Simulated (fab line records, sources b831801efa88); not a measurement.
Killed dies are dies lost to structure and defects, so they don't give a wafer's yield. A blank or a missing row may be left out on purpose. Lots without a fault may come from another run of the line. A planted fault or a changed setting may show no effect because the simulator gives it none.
One fault seen from 2 desks | flow sky130 | each desk has only its own numbers; what lay behind them comes last

THE TOOL OWNER'S DESK: rie_si-01
The tool's own readings at SKY_FIELD_ISO_ETCH_17 (etches Si in HBr/Cl2/O2, target depth 342 nm, time 97.7 s): means of the sampled wafers that have a number, for each lot that ran on this tool. A lot is out of limits, marked OUT, if its mean lies more than 4 standard deviations from the usual mean; the brackets give that distance.
Columns: A = drypump_motor_current_A at SKY_FIELD_ISO_ETCH_17, usual 5.9 A; B = oes_product_au at SKY_FIELD_ISO_ETCH_17, usual 0.998 a.u.; C = run_length_s at SKY_FIELD_ISO_ETCH_17, usual 125.8 s; D = throttle_valve_pct at SKY_FIELD_ISO_ETCH_17, usual 25.658 %
lot  | first seen here | A   | B     | C               | D
L921 | day 3 16:49     | 5.7 | 1.003 | 131.3 (+16) OUT | 25.663
L925 | day 4 17:51     | 5.7 | 1.010 | 131.5 (+16) OUT | 25.662
This desk's finding: out of limits on L921, L925; first on L921, day 3 16:49 (run_length_s at SKY_FIELD_ISO_ETCH_17). In limits: none.

THE METROLOGY DESK
What the gauges read, lot by lot, whatever tool the lot ran on: means of the sampled wafers that have a number. A lot is out of limits, marked OUT, if its mean lies more than 4 standard deviations from the usual mean; the brackets give that distance.
Columns: A = cd_nm at SKY_FIELD_ISO_CD_MEAS_13, usual 149.4 nm
lot  | first seen here | A
L915 | day 2 16:06     | 151.1
L921 | day 3 16:30     | 145.8
L925 | day 4 17:32     | 147.8
L927 | day 5 02:53     | 151.3
L932 | day 6 03:16     | 150.5
L936 | day 7 00:40     | 146.1
This desk's finding: nothing out of limits on any of the 6 lots.

PUT TOGETHER
The tool owner's desk could have raised an alarm at day 3 16:49, on L921, L925.
The metrology desk saw nothing out of limits.
The metrology desk has L921, L925 on record, within its limits.
Of the lots named, all ran SKY_FIELD_ISO_ETCH_17 on rie_si-01.

WHAT THE SIMULATOR HAD PUT IN
Process parameter drift: rie_si-01, from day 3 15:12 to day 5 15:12, at SKY_FIELD_ISO_ETCH_17. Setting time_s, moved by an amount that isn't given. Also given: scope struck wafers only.
Lots struck among those shown: L921, L925.
Hours from the fault's start to each desk's first reading out of limits: the tool owner's desk, 2.
